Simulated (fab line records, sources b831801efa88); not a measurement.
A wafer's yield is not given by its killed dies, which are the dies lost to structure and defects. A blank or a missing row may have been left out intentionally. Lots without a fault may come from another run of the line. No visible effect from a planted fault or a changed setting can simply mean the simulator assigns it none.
fab line records ; flow sky130
record lots=11; wafers=33; last_day=50
route steps=708 shown CONTACT@410 METAL1@454 VIA1@458
lots with no fault: from the same line, run without faults
start_h: hours from the record's opening day to when the first of the lot's shown wafers began ; wait_h: how many hours have passed since the lot's step before this one ; " repeats the value in the row above ; L1.1+2: one row covering several wafers at once ; - no value, or no start was given ; * or withheld: withheld ; < > ~ a bound
route shown NAME@n: a module of which the file shows steps, and the number in the route of the first ; usual: mean/standard deviation of fault-free wafers ; same: alike in all rows ; chamber/n: place in a boat ; sites: per-site readings ; _std_site: the values' standard deviation ; _edge_site: inner sites' mean taken away from outer sites' mean ; radius_mm: for every site, how far away it sits from the centre of the wafer ; mask NAME#n: copy n ; behind: the last tool/chamber to shape the wafer ; hold: the reason the lot was held/the length of the hold in hours/how it ended ; device: names the non-switching transistor (n, p or np) ; end of line: tests of these same wafers at the route's end ; a step with no rows: only its recipe ; killed: the dies lost at the first sort to structure and to defects; this is not the yield of the wafer ; map: shows each die of a wafer: x if killed, . if not, _ if none is there
set.NAME: setting as actually run; set.NAME@STEP: the setting as run at that earlier step ; model.NAME: the simulator's own value behind a step, which no gauge read
route steps across a sampled set of lots; one table per step, one row per wafer
services: a tool's chamber out of use, with start hour (start_h, from the record's first day; less than 0 if before it), hours out, and reason
## steps
# step SKY_CONTACT_CMP_04
# recipe material=SiO2; down_force_psi=4; platen_rpm=60; pad_velocity_m_s=0.94248
# usual motor_current_A=12.2/1; platen_rpm=60.00/0.037; time_to_endpoint_s=88/4
lot.wafer;tool;chamber;start_h;wait_h;motor_current_A;platen_rpm;time_to_endpoint_s
L544.3;cmp-02;3;707.89;0.0;13.2;59.93;91
L544.1;cmp-02;2;707.89;0.0;12.0;60.07;94
L544.5;cmp-02;0;707.89;0.0;13.4;60.00;87
L545.3;cmp-02;2;713.50;0.1;12.1;60.10;90
L545.2;cmp-02;3;713.50;0.1;13.2;59.95;99
L545.6;cmp-02;2;713.50;0.1;11.6;60.02;94
L548.1;cmp-02;1;746.79;0.1;12.6;59.99;83
L548.2;cmp-02;2;746.79;0.1;11.7;59.99;91
L548.3;cmp-02;0;746.79;0.1;13.1;59.99;86
L549.2;cmp-01;0;766.69;0.1;10.6;60.00;83
L549.1;cmp-01;2;766.69;0.1;12.7;60.00;84
L549.6;cmp-01;3;766.69;0.1;12.8;60.05;87
L550.4;cmp-02;2;768.56;0.1;11.4;60.02;85
L550.3;cmp-02;0;768.56;0.1;12.9;59.96;91
L550.5;cmp-02;2;768.56;0.1;12.3;60.06;93
L554.2;cmp-01;2;791.15;0.1;12.4;60.02;86
L554.5;cmp-01;0;791.15;0.1;10.0;60.01;85
L554.6;cmp-01;1;791.15;0.1;12.0;59.98;83
L555.1;cmp-01;0;806.01;0.2;10.6;59.96;85
L555.6;cmp-01;1;806.01;0.2;11.5;60.00;81
L555.5;cmp-01;2;806.01;0.2;12.4;60.02;82
L561.1;cmp-02;2;850.26;0.2;11.4;59.98;92
L561.2;cmp-02;0;850.26;0.2;13.3;60.01;86
L561.5;cmp-02;3;850.26;0.2;12.9;60.02;88
L564.4;cmp-01;2;857.88;0.3;12.1;60.07;85
L564.3;cmp-01;0;857.88;0.3;10.5;60.01;88
L564.1;cmp-01;1;857.88;0.3;11.0;59.97;88
L565.3;cmp-01;1;877.62;0.0;12.3;60.03;89
L565.4;cmp-01;2;877.62;0.0;12.4;59.97;91
L565.2;cmp-01;0;877.62;0.0;11.0;60.06;85
L567.1;cmp-02;3;882.35;0.1;13.1;60.05;95
L567.2;cmp-02;0;882.35;0.1;13.5;59.95;94
L567.5;cmp-02;2;882.35;0.1;11.9;60.06;96
# step SKY_CONTACT_ETCH_16
# recipe chemistry=N2/H2; target=BARC; ion_energy_ev=200; source_w=500; bias_w=100; pressure_mtorr=30; n2_flow_sccm=100; h2_flow_sccm=200; stop_on=SiO2; time_s=45.9; target_depth_a=600
# usual drypump_motor_current_A=6.03/0.22; oes_product_au=0.854/0.0047; throttle_valve_pct=13.225/0.0091
lot.wafer;tool;chamber;start_h;wait_h;drypump_motor_current_A;oes_product_au;rf_hours_counter_h;throttle_valve_pct
L544.1;rie_diel-02;3;736.31;0.0;6.01;0.855;15;13.235
L544.3;rie_diel-02;2;736.31;0.0;6.06;0.855;21;13.222
L544.5;rie_diel-02;3;736.31;0.0;5.98;0.844;-;13.232
L545.2;rie_diel-04;3;741.36;0.0;6.21;0.860;10;13.216
L545.3;rie_diel-04;2;741.36;0.0;6.27;0.846;18;13.230
L545.6;rie_diel-04;0;741.36;0.0;5.52;0.846;-;13.240
L548.1;rie_diel-04;1;775.27;0.0;6.05;0.844;39;13.225
L548.2;rie_diel-04;2;775.27;0.0;6.24;0.858;19;13.214
L548.3;rie_diel-04;0;775.27;0.0;5.53;0.851;25;13.222
L549.1;rie_diel-04;3;793.31;0.0;6.18;0.858;12;13.226
L549.2;rie_diel-04;2;793.31;0.0;6.25;0.856;19;13.224
L549.6;rie_diel-04;1;793.31;0.0;6.07;0.859;-;13.238
L550.3;rie_diel-01;1;796.11;0.0;6.40;0.851;1;13.212
L550.4;rie_diel-01;3;796.11;0.0;5.90;0.862;6;13.219
L550.5;rie_diel-01;2;796.11;0.0;5.64;0.864;-;13.225
L554.2;rie_diel-01;1;817.06;0.0;6.44;0.853;2;13.207
L554.5;rie_diel-01;3;817.06;0.0;5.88;0.851;-;13.225
L554.6;rie_diel-01;0;817.06;0.0;6.13;0.857;-;13.226
L555.1;rie_diel-01;2;833.46;0.0;5.66;0.856;18;13.224
L555.5;rie_diel-01;1;833.46;0.0;6.37;0.847;-;13.213
L555.6;rie_diel-01;0;833.46;0.0;6.14;0.857;-;13.226
L561.1;rie_diel-01;2;876.61;0.0;5.68;0.854;19;13.230
L561.2;rie_diel-01;3;876.61;0.0;5.91;0.856;8;13.221
L561.5;rie_diel-01;1;876.61;0.0;6.37;0.860;-;13.236
L564.1;rie_diel-02;3;884.57;0.0;5.98;0.846;20;13.210
L564.3;rie_diel-02;1;884.57;0.0;5.92;0.854;1;13.220
L564.4;rie_diel-02;0;884.57;0.0;6.02;0.850;-;13.212
L565.2;rie_diel-04;2;903.51;0.0;6.24;0.855;23;13.228
L565.3;rie_diel-04;1;903.51;0.0;6.05;0.861;4;13.222
L565.4;rie_diel-04;0;903.51;0.0;5.51;0.857;1;13.225
L567.1;rie_diel-02;3;907.77;0.0;6.00;0.859;21;13.228
L567.2;rie_diel-02;0;907.77;0.0;6.04;0.849;14;13.224
L567.5;rie_diel-02;1;907.77;0.0;5.91;0.859;-;13.229
# step SKY_METAL1_STRIP_20
# recipe chemistry=O2/N2; power_w=1400; pressure_mtorr=1500; platen_temp_c=withheld; o2_flow_sccm=3000; n2_flow_sccm=300; overash_fraction=0.5
# usual drypump_motor_current_A=5.6/0.34; oes_product_au=0.344/0.0053; strip_time_to_endpoint_s=2.73/0.048
lot.wafer;tool;chamber;start_h;wait_h;drypump_motor_current_A;oes_product_au;rf_hours_counter_h;strip_time_to_endpoint_s
L544.1;plasma_asher-04;1;764.51;0.1;5.6;0.344;1;2.69
L544.3;plasma_asher-04;0;764.51;0.1;6.0;0.345;-;2.70
L544.5;plasma_asher-04;0;764.51;0.1;6.0;0.342;-;2.69
L545.2;plasma_asher-01;1;769.81;0.1;5.5;0.335;65;2.71
L545.3;plasma_asher-01;1;769.81;0.1;5.4;0.347;-;2.69
L545.6;plasma_asher-01;1;769.81;0.1;5.4;0.338;-;2.71
L548.1;plasma_asher-02;0;804.22;0.1;5.8;0.345;36;2.77
L548.2;plasma_asher-02;1;804.22;0.1;5.8;0.342;36;2.74
L548.3;plasma_asher-02;1;804.22;0.1;5.8;0.347;-;2.76
L549.1;plasma_asher-02;0;822.41;0.1;5.8;0.339;38;2.71
L549.2;plasma_asher-02;1;822.41;0.1;5.8;0.353;38;2.80
L549.6;plasma_asher-02;1;822.41;0.1;5.8;0.350;-;2.72
L550.3;plasma_asher-04;1;824.89;0.1;5.6;0.336;-;2.66
L550.4;plasma_asher-04;0;824.89;0.1;6.0;0.348;-;2.74
L550.5;plasma_asher-04;0;824.89;0.1;6.0;0.344;-;2.76
L554.2;plasma_asher-01;1;850.09;0.1;5.4;0.348;73;2.73
L554.5;plasma_asher-01;0;850.09;0.1;4.9;0.342;-;2.72
L554.6;plasma_asher-01;1;850.09;0.1;5.4;0.346;-;2.79
L555.1;plasma_asher-04;0;857.51;0.1;6.0;0.340;11;2.78
L555.5;plasma_asher-04;0;857.51;0.1;6.0;0.344;-;2.77
L555.6;plasma_asher-04;1;857.51;0.1;5.5;0.343;-;2.73
L561.1;plasma_asher-02;1;904.21;0.1;5.8;0.341;46;2.73
L561.2;plasma_asher-02;0;904.21;0.1;5.8;0.339;46;2.76
L561.5;plasma_asher-02;1;904.21;0.1;5.8;0.352;-;2.79
L564.1;plasma_asher-02;1;911.81;0.1;5.7;0.344;48;2.64
L564.3;plasma_asher-02;0;911.81;0.1;5.8;0.345;-;2.65
L564.4;plasma_asher-02;1;911.81;0.1;5.7;0.351;-;2.75
L565.2;plasma_asher-02;0;929.74;0.1;5.8;0.335;49;2.75
L565.3;plasma_asher-02;1;929.74;0.1;5.8;0.346;-;2.76
L565.4;plasma_asher-02;0;929.74;0.1;5.8;0.338;-;2.72
L567.1;plasma_asher-04;1;934.63;0.1;5.6;0.341;18;2.75
L567.2;plasma_asher-04;0;934.63;0.1;6.0;0.338;18;2.64
L567.5;plasma_asher-04;1;934.63;0.1;5.6;0.350;-;2.77
# step SKY_VIA1_HDPCVD_00
# recipe material=SiO2; target_thk_nm=1030; sigma_open_frac=0.3; time_s=171.7; temp_c=400; sih4_flow_sccm=60; pressure_mtorr=6
# usual run_length_s=199.3/0.57
lot.wafer;tool;chamber;start_h;wait_h;run_length_s
L544.1;hdpcvd-01;0;765.10;0.0;199.5
L544.3;hdpcvd-01;1;765.10;0.0;199.8
L544.5;hdpcvd-01;0;765.10;0.0;199.3
L545.2;hdpcvd-02;2;770.41;0.0;199.4
L545.3;hdpcvd-02;2;770.41;0.0;199.9
L545.6;hdpcvd-02;2;770.41;0.0;199.9
L548.1;hdpcvd-02;2;804.82;0.0;199.8
L548.2;hdpcvd-02;0;804.82;0.0;199.1
L548.3;hdpcvd-02;1;804.82;0.0;199.5
L549.1;hdpcvd-01;1;823.05;0.0;199.7
L549.2;hdpcvd-01;0;823.05;0.0;199.7
L549.6;hdpcvd-01;1;823.05;0.0;199.7
L550.3;hdpcvd-01;2;825.46;0.0;198.2
L550.4;hdpcvd-01;1;825.46;0.0;199.7
L550.5;hdpcvd-01;2;825.46;0.0;198.5
L554.2;hdpcvd-02;0;850.68;0.0;199.0
L554.5;hdpcvd-02;1;850.68;0.0;200.0
L554.6;hdpcvd-02;2;850.68;0.0;199.2
L555.1;hdpcvd-02;0;858.20;0.0;198.7
L555.5;hdpcvd-02;0;858.20;0.0;199.2
L555.6;hdpcvd-02;2;858.20;0.0;199.0
L561.1;hdpcvd-02;2;904.90;0.0;189.7
L561.2;hdpcvd-02;0;904.90;0.0;198.8
L561.5;hdpcvd-02;1;904.90;0.0;189.6
L564.1;hdpcvd-02;1;912.42;0.0;190.3
L564.3;hdpcvd-02;2;912.42;0.0;199.2
L564.4;hdpcvd-02;0;912.42;0.0;199.2
L565.2;hdpcvd-01;1;930.35;0.0;200.1
L565.3;hdpcvd-01;2;930.35;0.0;198.1
L565.4;hdpcvd-01;0;930.35;0.0;199.5
L567.1;hdpcvd-01;0;935.23;0.0;199.1
L567.2;hdpcvd-01;2;935.23;0.0;198.2
L567.5;hdpcvd-01;1;935.23;0.0;199.7
# step SKY_VIA1_THK_MEAS_01
# recipe reads=SiO2_of_VIA1_HDPCVD_00
# usual VIA1_HDPCVD_THK=1032/15
lot.wafer;tool;chamber;start_h;wait_h;VIA1_HDPCVD_THK[nm]
L544.1;film_metro-01;-;765.22;0.1;1051
L544.3;film_metro-01;-;765.22;0.1;1030
L544.5;film_metro-01;-;765.22;0.1;1057
L545.2;film_metro-02;-;770.58;0.1;1018
L545.3;film_metro-02;-;770.58;0.1;1035
L545.6;film_metro-02;-;770.58;0.1;1039
L548.1;film_metro-01;-;804.93;0.1;1026
L548.2;film_metro-01;-;804.93;0.1;1002
L548.3;film_metro-01;-;804.93;0.1;1045
L549.1;film_metro-03;-;823.17;0.1;1023
L549.2;film_metro-03;-;823.17;0.1;1043
L549.6;film_metro-03;-;823.17;0.1;1031
L550.3;film_metro-03;-;825.59;0.1;1002
L550.4;film_metro-03;-;825.59;0.1;1017
L550.5;film_metro-03;-;825.59;0.1;1000
L554.2;film_metro-01;-;850.81;0.1;1033
L554.5;film_metro-01;-;850.81;0.1;1053
L554.6;film_metro-01;-;850.81;0.1;1039
L555.1;film_metro-01;-;858.31;0.1;1041
L555.5;film_metro-01;-;858.31;0.1;1017
L555.6;film_metro-01;-;858.31;0.1;1043
L561.1;film_metro-03;-;905.01;0.1;976
L561.2;film_metro-03;-;905.01;0.1;1037
L561.5;film_metro-03;-;905.01;0.1;974
L564.1;film_metro-01;-;912.53;0.1;985
L564.3;film_metro-01;-;912.53;0.1;1047
L564.4;film_metro-01;-;912.53;0.1;1032
L565.2;film_metro-02;-;930.47;0.1;1030
L565.3;film_metro-02;-;930.47;0.1;1025
L565.4;film_metro-02;-;930.47;0.1;1033
L567.1;film_metro-03;-;935.35;0.1;1025
L567.2;film_metro-03;-;935.35;0.1;993
L567.5;film_metro-03;-;935.35;0.1;1002
## services
tool;chamber;start_h;hours;kind
hdpcvd-02;2;685.74;10.8;repair
cmp-02;-;694.41;2.6;repair
hdpcvd-01;0;720.72;5.5;repair
plasma_asher-04;-;731.40;12.5;pm
cmp-02;-;732.75;6.9;pm
plasma_asher-04;-;743.87;9.0;pm
cmp-01;-;744.14;4.0;pm
hdpcvd-01;1;752.24;5.3;repair
rie_diel-01;1;760.43;2.5;repair
hdpcvd-02;-;760.47;5.5;pm
cmp-02;-;763.45;4.6;pm
hdpcvd-02;1;769.27;3.0;repair
hdpcvd-01;-;789.71;2.8;pm
cmp-02;-;798.26;6.1;repair
cmp-02;-;801.93;0.5;repair
plasma_asher-02;-;803.04;0.3;repair
rie_diel-04;-;803.75;0.7;repair
cmp-01;-;819.60;4.5;pm
cmp-01;-;840.28;1.9;repair
cmp-02;-;857.17;2.1;repair
hdpcvd-01;-;862.70;1.5;repair
cmp-02;-;912.00;4.0;pm
plasma_asher-02;-;917.19;4.8;repair
cmp-02;-;934.04;22.8;pm
## key
first_sign step=SKY_VIA1_HDPCVD_00; reading=run_length_s; direction=down; sigmas=17; usual=*; struck=*
effect step=SKY_VIA1_THK_MEAS_01; reading=VIA1_HDPCVD_THK; direction=down; sigmas=3.7; usual=1032; struck=978
met_at SKY_VIA1_HDPCVD_00
struck_lots L561,L564
struck_wafers L561.1,L561.5,L564.1
not_acting_at SKY_CONTACT_CMP_04,SKY_CONTACT_ETCH_16,SKY_METAL1_STRIP_20
onset_between 858.20 904.90
fault kind=process_parameter_drift; tool=hdpcvd-02; chamber=-; onset_h=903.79; steps=SKY_VIA1_HDPCVD_00; channel=time_s; offset=*; shape=step; end_h=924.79; scope=struck_wafers_only; acts_in=*; stated=*
